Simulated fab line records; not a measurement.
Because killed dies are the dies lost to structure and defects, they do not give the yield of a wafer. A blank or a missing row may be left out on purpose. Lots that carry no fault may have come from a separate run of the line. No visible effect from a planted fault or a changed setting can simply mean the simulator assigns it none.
Lot-split experiment    flow sfqLine    route with 325 steps; 5 lots, 27 wafers read

## THE SPLIT
At SFQ_TRILAYER_I2_DEP_PECVD_063 (deposits SiO2 from SiH4/N2O, time 111.11 s, target thk 500 nm), the setting timeS was moved away from the recipe's 111.11 s on 9 of the 27 wafers read, by +15.0% to +47.5%. This setting was run at the recipe's value on the other wafers.

The reading is taken at the split's own step.

## THE READING
SiO2_of_TRILAYER_I2_DEP_PECVD_063.thkNm (the simulator's own value, which no gauge read), in nm, at SFQ_TRILAYER_I2_DEP_PECVD_063 (deposits SiO2 from SiH4/N2O, time 111.11 s, target thk 500 nm). The file does not state a usual value for it. Here, 18 wafers ran the recipe; their average is 500.7 nm with a standard deviation of 6.2 nm.

wafer   tool, chamber at the split  timeS as run, s  against the recipe  SiO2_of_TRILAYER_I2_DEP_PECVD_063.thkNm, nm  against lot-mates on the recipe
L075.1  pecvd-04, 0                 111.11           recipe              497.6                                        -
L075.2  pecvd-04, 1                 111.11           recipe              492.1                                        -
L075.3  pecvd-04, 2                 111.11           recipe              498.1                                        -
L077.1  pecvd-03, 0                 111.11           recipe              491.4                                        -
L077.2  pecvd-03, 2                 139.1            +25.2%              607.1                                        +110.9
L077.3  pecvd-03, 1                 111.11           recipe              496.8                                        -
L077.4  pecvd-03, 1                 111.11           recipe              500.3                                        -
L077.5  pecvd-03, 0                 139.1            +25.2%              632.9                                        +136.7
L077.6  pecvd-03, 2                 139.1            +25.2%              621.1                                        +124.9
L079.1  pecvd-02, 1                 111.11           recipe              497.8                                        -
L079.2  pecvd-02, 0                 111.11           recipe              492.2                                        -
L079.3  pecvd-02, 2                 163.9            +47.5%              733                                          +235.9
L079.4  pecvd-02, 2                 163.9            +47.5%              746.5                                        +249.4
L079.5  pecvd-02, 1                 111.11           recipe              501.4                                        -
L079.6  pecvd-02, 0                 163.9            +47.5%              739.1                                        +242.0
L081.1  pecvd-02, 0                 127.8            +15.0%              571.7                                        +67.7
L081.2  pecvd-02, 2                 111.11           recipe              498.9                                        -
L081.3  pecvd-02, 1                 127.8            +15.0%              576.2                                        +72.2
L081.4  pecvd-02, 1                 111.11           recipe              510.8                                        -
L081.5  pecvd-02, 0                 111.11           recipe              502.2                                        -
L081.6  pecvd-02, 2                 127.8            +15.0%              587.7                                        +83.7
L082.1  pecvd-02, 0                 111.11           recipe              497.4                                        -
L082.2  pecvd-02, 1                 111.11           recipe              508.9                                        -
L082.3  pecvd-02, 2                 111.11           recipe              499.5                                        -
L082.4  pecvd-02, 1                 111.11           recipe              509.1                                        -
L082.5  pecvd-02, 2                 111.11           recipe              511.8                                        -
L082.6  pecvd-02, 0                 111.11           recipe              506.4                                        -

THE FIT
A straight line over all 27 wafers: SiO2_of_TRILAYER_I2_DEP_PECVD_063.thkNm changes by +4.98 nm for each +1% of timeS; r = +1.00; the points scatter about the line by 7.5 nm.
The same after taking each lot's own level away (the mean of its wafers on the recipe; 27 wafers): +5.07 nm for each +1%; r = +1.00; scatter 6.2 nm.
On that fit, the largest move of timeS shifts the reading by 2.4e+02 nm.
The lots' own levels span 495.93 to 505.52 nm, that is 1.6 times the standard deviation above.
The two slopes agree, so the slope changes little with the lot-to-lot level.
Check: +242 nm against its lot-mates is what the line predicts for one of the wafers moved furthest among these (+47.5%) when that wafer is left out of the fit. Against them it came out at +236 nm.

## OTHER SPLITS APPLIED TO THESE WAFERS
Other splits were also applied to these wafers ahead of the reading. Each is held against what the fit with the lots' levels taken away leaves over:
other split on the same wafers                  wafers away from the commonest value  r with SiO2_of_TRILAYER_I2_DEP_PECVD_063.thkNm (lot level and that fit taken away)
SFQ_TRILAYER_M0_ETCH_METAL_ETCH_024 timeS       9                                     +0.24
SFQ_TRILAYER_M1_BARC_OPEN_METAL_ETCH_054 timeS  9                                     +0.16
SFQ_TRILAYER_M2_DEP_SPUTTER_055 timeS           9                                     +0.04

## THE WHOLE CHAIN: every reading that the file lists as answering this split, in the file's order
step                           what it does                                                   reading                                                                                   change (the file's fit)               r (the file's)
SFQ_TRILAYER_I2_DEP_PECVD_063  deposits SiO2 from SiH4/N2O, time 111.11 s, target thk 500 nm  SiO2_of_TRILAYER_I2_DEP_PECVD_063.thkNm (the simulator's own value, which no gauge read)  +5.06 nm for each +1% of the setting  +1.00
SFQ_TRILAYER_I2_CMP_CMP_064    polishes SiO2                                                  timeToEndpointS                                                                           withheld for each +1% of the setting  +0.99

## THE FILE'S OWN FIT
SiO2_of_TRILAYER_I2_DEP_PECVD_063.thkNm changes by +5.06 nm for each +1% of timeS, r = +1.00.
